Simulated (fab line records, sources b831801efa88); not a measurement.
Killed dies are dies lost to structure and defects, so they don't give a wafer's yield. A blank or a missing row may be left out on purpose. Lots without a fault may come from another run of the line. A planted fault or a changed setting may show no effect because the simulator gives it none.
A struck lot beside a sound one | flow sky130 | 29 steps out of a route of 708
Sound: wafers L460.3, L460.4, L460.6. Struck: wafers L457.2, L457.5, L457.6. The cause comes at the end.
At each step with rows: each side's tool, then ch and its chambers, then its first start. Under that, the readings that differ: sound wafers | struck wafers | difference of the means | sigmas: that difference in standard deviations of wafers without a fault.
alike: readings whose means differ by less than 2 such deviations, and words and numbers that are the same on both sides. not compared: withheld readings, readings that some wafer has no value for, bounds like >300 that may hide the same value, and numbers for which the record gives no deviation and whose values overlap.
The two part at a step that has a row with sigmas, a row that says differs or no value, or rows on one side only. Numbers that don't overlap but have no deviation are shown without sigmas and don't part them. A reading that every wafer of one side lacks parts them only if that side has two wafers or more.

first, 3 steps without rows for these wafers: SKY_METAL2_EXPOSE_12 (exposes mask MM2, target cd 140 nm); SKY_METAL2_PEB_13; SKY_METAL2_DEVELOP_14 (develop time 60 s).
SKY_METAL2_CD_MEAS_15: target cd 140 nm.
  sound on cd_sem-01, day 39 09:10; struck on cd_sem-01, day 38 13:32
  alike: cd_nm
SKY_METAL2_OVL_MEAS_16:
  sound on overlay-01, day 39 09:15; struck on overlay-01, day 38 13:38
  alike: METAL2_OVL
SKY_METAL2_DESCUM_17: chemistry O2, time 8 s.
  sound on rie_metal-03 ch 0,1, day 39 09:17; struck on rie_metal-02 ch 0,1, day 38 13:40
  alike: drypump_motor_current_A, oes_product_au
  not compared: rf_hours_counter_h
then, 1 step without rows for these wafers: SKY_METAL2_ETCH_18 (etches BARC in N2/H2, stops on SiO2, time 45.9 s, target depth 60 nm).
SKY_METAL2_METAL_ETCH_19: etches the open film in Cl2/BCl3, stops on SiO2, target depth 360 nm, time 78 s.
  sound on rie_metal-03 ch 0,1, day 39 09:24; struck on rie_metal-02 ch 0,1, day 38 13:46
  alike: bcl3_flow_sccm, drypump_motor_current_A, oes_product_au, throttle_valve_pct
  not compared: rf_hours_counter_h
then, 4 steps without rows for these wafers: SKY_METAL2_STRIP_20 (strips in O2/N2); SKY_METAL2_STRIP_21 (strips in post etch residue remover, time 1200 s); SKY_METAL2_CLEAN_22 (cleans in IPA, time 180 s); SKY_METAL2_CLEAN_23 (cleans in O3/DIW).
SKY_VIA2_HDPCVD_00: deposits SiO2, target thk 1180 nm, time 196.7 s.
  sound on hdpcvd-01 ch 0,1, day 39 10:05; struck on hdpcvd-02 ch 0,1,2, day 38 14:29
  no value came back on the struck wafers for pressure_mtorr (mTorr), run_length_s (s); on the sound wafers pressure_mtorr (mTorr) reads 5.980 5.990 6.003
SKY_VIA2_CMP_02: polishes SiO2.
  sound on cmp-02 ch 2,3, day 39 10:17; struck on cmp-02 ch 2,3, day 38 14:40
  alike: head_pressure_psi, motor_current_A, slurry_filter_dp_kPa
SKY_VIA2_BOW_MEAS_03:
  sound on film_metro-02, day 39 10:38; struck on film_metro-04, day 38 14:59
  alike: VIA2_BOW
then, 8 steps without rows for these wafers: SKY_VIA2_DEHYDRATE_04 (time 60 s); SKY_VIA2_HMDS_05 (prime time 60 s); SKY_VIA2_COAT_06 (resist thk 60 nm); SKY_VIA2_COAT_07 (resist thk 450 nm); SKY_VIA2_SOFTBAKE_08 (time 90 s); SKY_VIA2_EXPOSE_09 (exposes mask VIM2, target cd 200 nm); SKY_VIA2_PEB_10; SKY_VIA2_DEVELOP_11 (develop time 60 s).
SKY_VIA2_CD_MEAS_12: target cd 200 nm.
  sound on cd_sem-02, day 40 11:20; struck on cd_sem-02, day 39 16:11
  alike: cd_nm
SKY_VIA2_OVL_MEAS_13:
  sound on overlay-02, day 40 11:25; struck on overlay-01, day 39 16:17
  alike: VIA2_OVL
SKY_VIA2_ETCH_14: etches BARC in N2/H2, stops on SiO2, time 45.9 s, target depth 60 nm.
  sound on rie_diel-03 ch 0,1, day 40 11:26; struck on rie_diel-01 ch 0,1, day 39 16:19
  alike: drypump_motor_current_A, oes_product_au, throttle_valve_pct
  not compared: rf_hours_counter_h
SKY_VIA2_ETCH_15: etches SiO2 in C4F8/O2/Ar, stops on TiN, target depth 546 nm, time 84 s.
  sound on rie_diel-03 ch 0,1, day 40 11:29; struck on rie_diel-01 ch 0,1, day 39 16:21
  reading                  | sound             | struck            | difference | sigmas
  oes_product_au (a.u.)    | 0.942 0.942 0.929 | 0.375 0.370 0.366 | -0.567     | -99 or more
  model.etch.depth_nm (nm) | 496.5 493.9 493.9 | 0 0 0             | -495       |
  not compared: rf_hours_counter_h
SKY_VIA2_STRIP_16: strips in O2/N2.
  sound on plasma_asher-03 ch 0,1, day 40 11:35; struck on plasma_asher-03 ch 0,1, day 39 16:25
  alike: drypump_motor_current_A, oes_product_au, strip_time_to_endpoint_s
  not compared: rf_hours_counter_h
-- the record jumps here: 9 days lie between the struck wafers' starts before and after (it left off in module VIA2 and takes up again in module PAD_OPEN, whose first step shown is number 708 of the route) --
SKY_PAD_OPEN_PROBE_99:
  sound on prober-02, day 49 01:50; struck on prober-02, day 48 14:18
  reading                  | sound          | struck         | difference | sigmas
  defect_limited_yield (%) | 79.7 80.9 81.3 | 0 0 0          | -81        | -42
  killed_at_M0_to_M3       | 41 42 43       | 485 482 480    | +440       | +60
  killed_at_contacts       | 30 26 25       | 5 5 8          | -21        | -4
  killed_at_front_end      | 26 24 20       | 2 4 1          | -21        | -5
  killed_dies              | 100 94 92      | 492 492 492    | +397       | +42
  killed_on_rim            | 22 22 18       | 96 96 96       | +75        | +20
  killed_open              | 61 46 50       | 7 17 9         | -41        | -6
  killed_short             | 39 48 41       | 12 7 13        | -32        | -5
  sort_bin_3_pad_short (%) | 1.0 0.4 0.4    | 23.4 26.2 23.6 | +23.8      | +61
  sort_bin_5_function (%)  | 10.6 12.8 11.6 | 74.6 72.2 72.8 | +61.5      | +44
  sort_bin_6_memory (%)    | 8.7 5.9 6.7    | 2.0 1.6 3.7    | -4.7       | -4
  sort_n_pass              | 392 398 400    | 0 0 0          | -397       | -42
  sort_yield_pct (%)       | 79.7 80.9 81.3 | 0 0 0          | -81        | -42
  alike: killed_at_M4_up, killed_at_other

WHERE THEY PART
First at SKY_VIA2_HDPCVD_00; last, within this record, at SKY_PAD_OPEN_PROBE_99.

WHY: what the simulator had put in
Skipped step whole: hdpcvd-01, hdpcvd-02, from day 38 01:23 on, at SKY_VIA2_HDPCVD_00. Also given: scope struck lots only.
